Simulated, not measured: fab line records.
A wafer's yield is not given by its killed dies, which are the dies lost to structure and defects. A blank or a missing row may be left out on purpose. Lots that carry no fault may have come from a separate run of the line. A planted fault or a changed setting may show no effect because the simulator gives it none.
The tool behind it: which one? | flow sky130 | 11 lots with 33 wafers sampled at 6 steps, on a route of 708 steps

== WHAT THE GAUGES READ, wafer by wafer ==
SKY_LDD_HVP_OVL_MEAS_07. Usual: LDD_HVP_OVL gives 0.7 nm (standard deviation 1.3).
lot  | measured     | on         | LDD_HVP_OVL (nm) | flag
L257 | day 22 09:56 | overlay-01 | 1.4 1.6 0.7      |
L259 | day 23 05:59 | overlay-01 | 1.7 2.1 0.7      |
L261 | day 23 21:28 | overlay-01 | 2.2 0.6 1.5      |
L260 | day 24 01:59 | overlay-01 | 0.0 1.1 0.5      |
L262 | day 24 15:23 | overlay-02 | 2.0 -0.2 0.9     |
L272 | day 27 20:13 | overlay-02 | 1.4 1.7 1.3      |
L273 | day 28 03:16 | overlay-02 | -2.4 -0.4 -1.9   |
L275 | day 29 03:28 | overlay-02 | -0.7 -1.3 -0.1   |
L276 | day 29 05:59 | overlay-01 | -0.7 -1.8 0.9    |
L278 | day 29 13:43 | overlay-01 | 1.1 0.5 -0.4     |
L277 | day 29 16:38 | overlay-01 | 0.4 2.8 0.0      |

SKY_SD_P_CD_MEAS_07: the cd target is 380 nm. Usual: 379.0 nm for cd nm, sd 2.2.
lot  | measured     | on        | cd nm (nm)        | flag
L257 | day 26 06:55 | cd sem-01 | 379.6 382.7 382.5 |
L259 | day 27 01:19 | cd sem-01 | 378.9 377.1 378.0 |
L261 | day 27 17:36 | cd sem-01 | 379.9 377.5 379.3 |
L260 | day 27 21:55 | cd sem-02 | 374.5 376.7 376.6 |
L262 | day 28 10:16 | cd sem-02 | 380.1 378.0 379.4 |
L272 | day 31 10:47 | cd sem-02 | 377.0 381.2 377.8 |
L273 | day 31 16:49 | cd sem-01 | 376.2 377.9 378.2 |
L275 | day 32 18:47 | cd sem-01 | 378.4 377.5 379.7 |
L276 | day 32 21:21 | cd sem-02 | 378.3 381.5 380.4 |
L278 | day 33 00:56 | cd sem-01 | 385.5 382.4 383.4 |
L277 | day 33 05:26 | cd sem-01 | 378.5 377.8 378.4 |

SKY_SD_N_RS_MEAS_16: uses a four-point probe to measure. Usual: SD_N_RS gives 68.58 ohm/sq (standard deviation 0.13).
lot  | measured     | on            | SD_N_RS (ohm/sq)  | flag
L257 | day 28 17:07 | film metro-04 | 68.49 68.48 68.68 |
L259 | day 29 12:03 | film metro-02 | 68.65 68.51 68.59 |
L261 | day 30 03:58 | film metro-04 | 68.62 68.89 68.62 |
L260 | day 30 08:03 | film metro-03 | 70.25 70.25 70.31 | OFF
L262 | day 30 18:44 | film metro-02 | 70.49 70.63 70.30 | OFF
L272 | day 33 18:19 | film metro-02 | 68.66 68.71 68.70 |
L273 | day 34 00:01 | film metro-04 | 68.48 68.58 68.41 |
L275 | day 35 00:41 | film metro-04 | 68.39 68.40 68.30 |
L276 | day 35 03:11 | film metro-04 | 68.41 68.72 68.65 |
L278 | day 35 07:07 | film metro-04 | 68.65 68.63 68.50 |
L277 | day 35 11:16 | film metro-02 | 68.80 68.66 68.73 |

== EACH LOT AND THE TOOL THAT RAN IT (in order: tool; ch and the chambers of the sampled wafers; start) ==
lot  | SKY_LDD_HVN_STRIP_09                 | SKY_SD_N_IMPLANT_09             | SKY_SD_N_STRIP_11
L257 | plasma asher-03 ch 0,1, day 21 03:50 | implanter-01 ch 0, day 28 16:28 | plasma asher-03 ch 0,1, day 28 16:43
L259 | plasma asher-02 ch 0,1, day 21 23:44 | implanter-01 ch 0, day 29 11:22 | plasma asher-03 ch 0,1, day 29 11:40
L261 | plasma asher-03 ch 0,1, day 22 15:17 | implanter-01 ch 0, day 30 03:17 | plasma asher-03 ch 0,1, day 30 03:34
L260 | plasma asher-02 ch 0,1, day 22 19:35 | implanter-01 ch 0, day 30 07:22 | plasma asher-03 ch 0,1, day 30 07:40
L262 | plasma asher-03 ch 0,1, day 23 09:23 | implanter-01 ch 0, day 30 18:04 | plasma asher-01 ch 0,1, day 30 18:22
L272 | plasma asher-03 ch 0,1, day 26 15:50 | implanter-04 ch 0, day 33 17:38 | plasma asher-01 ch 0, day 33 17:55
L273 | plasma asher-01 ch 0,1, day 26 23:26 | implanter-01 ch 0, day 33 23:20 | plasma asher-03 ch 0,1, day 33 23:36
L275 | plasma asher-01 ch 0,1, day 27 23:44 | implanter-01 ch 0, day 35 00:01 | plasma asher-01 ch 0,1, day 35 00:17
L276 | plasma asher-02 ch 0,1, day 28 01:38 | implanter-04 ch 0, day 35 02:31 | plasma asher-01 ch 0,1, day 35 02:48
L278 | plasma asher-03 ch 0,1, day 28 10:08 | implanter-03 ch 0, day 35 06:26 | plasma asher-01 ch 1, day 35 06:43
L277 | plasma asher-01 ch 0,1, day 28 12:46 | implanter-01 ch 0, day 35 10:35 | plasma asher-04 ch 0,1, day 35 10:52
- SKY_LDD_HVN_STRIP_09: strips in O2/N2.
- SKY_SD_N_IMPLANT_09
- SKY_SD_N_STRIP_11: strips in O2/N2.

== AS READ BY THE TOOLS THEMSELVES (means over the sampled wafers that have a number; for cases with no such wafer, the mark the record gives instead) ==
SKY_LDD_HVN_STRIP_09. Usual: drypump motor current A 5.6 A, standard deviation 0.54; oes product au 0.409 a.u., standard deviation 0.0047; strip time to endpoint s 4.133 s, standard deviation 0.014.
lot  | tool            | drypump motor current A (A) | oes product au (a.u.) | strip time to endpoint s (s) | flag
L257 | plasma asher-03 | 5.5                         | 0.410                 | 4.125                        |
L259 | plasma asher-02 | 5.2                         | 0.411                 | 4.134                        |
L261 | plasma asher-03 | 5.4                         | 0.412                 | 4.122                        |
L260 | plasma asher-02 | 5.2                         | 0.408                 | 4.132                        |
L262 | plasma asher-03 | 5.4                         | 0.415                 | 4.135                        |
L272 | plasma asher-03 | 5.5                         | 0.410                 | 4.125                        |
L273 | plasma asher-01 | 6.4                         | 0.408                 | 4.147                        |
L275 | plasma asher-01 | 6.1                         | 0.410                 | 4.136                        |
L276 | plasma asher-02 | 5.2                         | 0.410                 | 4.124                        |
L278 | plasma asher-03 | 5.5                         | 0.406                 | 4.113                        |
L277 | plasma asher-01 | 6.1                         | 0.407                 | 4.136                        |

SKY_SD_N_IMPLANT_09. Usual: beam energy keV 49.998, standard deviation 0.017; beam on s 17.9 s, standard deviation 0.55; faraday current uA 12256, standard deviation 370.
lot  | tool         | beam energy keV | beam on s (s) | faraday current uA | flag
L257 | implanter-01 | 49.992          | 18.3          | 11977              |
L259 | implanter-01 | 49.997          | 18.3          | 11994              |
L261 | implanter-01 | 50.010          | 18.1          | 12114              |
L260 | implanter-01 | 47.753          | 18.6          | 11813              | OFF
L262 | implanter-01 | 47.726          | 18.3          | 11974              | OFF
L272 | implanter-04 | 50.013          | 17.2          | 12760              |
L273 | implanter-01 | 50.032          | 18.2          | 12062              |
L275 | implanter-01 | 50.027          | 18.0          | 12161              |
L276 | implanter-04 | 49.992          | 17.1          | 12795              |
L278 | implanter-03 | 50.001          | 17.7          | 12301              |
L277 | implanter-01 | 49.982          | 18.4          | 11915              |

SKY_SD_N_STRIP_11. Usual: drypump motor current A 5.8 A, standard deviation 0.51; oes product au 0.526 a.u., standard deviation 0.0043; strip time to endpoint s 22.52 s, standard deviation 0.038.
lot  | tool            | drypump motor current A (A) | oes product au (a.u.) | strip time to endpoint s (s) | flag
L257 | plasma asher-03 | 5.4                         | 0.529                 | 22.48                        |
L259 | plasma asher-03 | 5.4                         | 0.524                 | 22.54                        |
L261 | plasma asher-03 | 5.5                         | 0.528                 | 22.48                        |
L260 | plasma asher-03 | 5.5                         | 0.530                 | 22.20                        | OFF
L262 | plasma asher-01 | 6.1                         | 0.525                 | 22.18                        | OFF
L272 | plasma asher-01 | 6.7                         | 0.523                 | 22.55                        |
L273 | plasma asher-03 | 5.5                         | 0.529                 | 22.53                        |
L275 | plasma asher-01 | 6.1                         | 0.530                 | 22.54                        |
L276 | plasma asher-01 | 6.1                         | 0.526                 | 22.49                        |
L278 | plasma asher-01 | 5.8                         | 0.523                 | 22.43                        |
L277 | plasma asher-04 | 6.0                         | 0.520                 | 22.51                        |

== THE ANSWER, worked out from the rows above alone ==
Rule: a lot counts as off when the mean over its wafers that have a number is more than 3 standard deviations away from the usual mean. A lot without any number at a reading at which 4 lots or more have one is off too. Any other lot the step has rows for is counted as sound. After the gauges, taken in route order, come the tools' own readings; for these a lot's mean is taken, as printed above. At the first step where some lot is off, the reading lying furthest off is the one used; lots without a number count as furthest.
Off: L260, L262, seen at SKY_SD_N_RS_MEAS_16 (SD_N_RS).
A tool fits if, at a process step before that reading, it ran every lot that is off, and no sound lot after the first of them. Not tried: the gauges at SKY_SD_N_RS_MEAS_16; whatever is off there is also off at SKY_SD_N_IMPLANT_09, on other tools, and gauge error can't account for it. None of those tried fits.

== WHAT HAD BEEN PUT IN BY THE SIMULATOR ==
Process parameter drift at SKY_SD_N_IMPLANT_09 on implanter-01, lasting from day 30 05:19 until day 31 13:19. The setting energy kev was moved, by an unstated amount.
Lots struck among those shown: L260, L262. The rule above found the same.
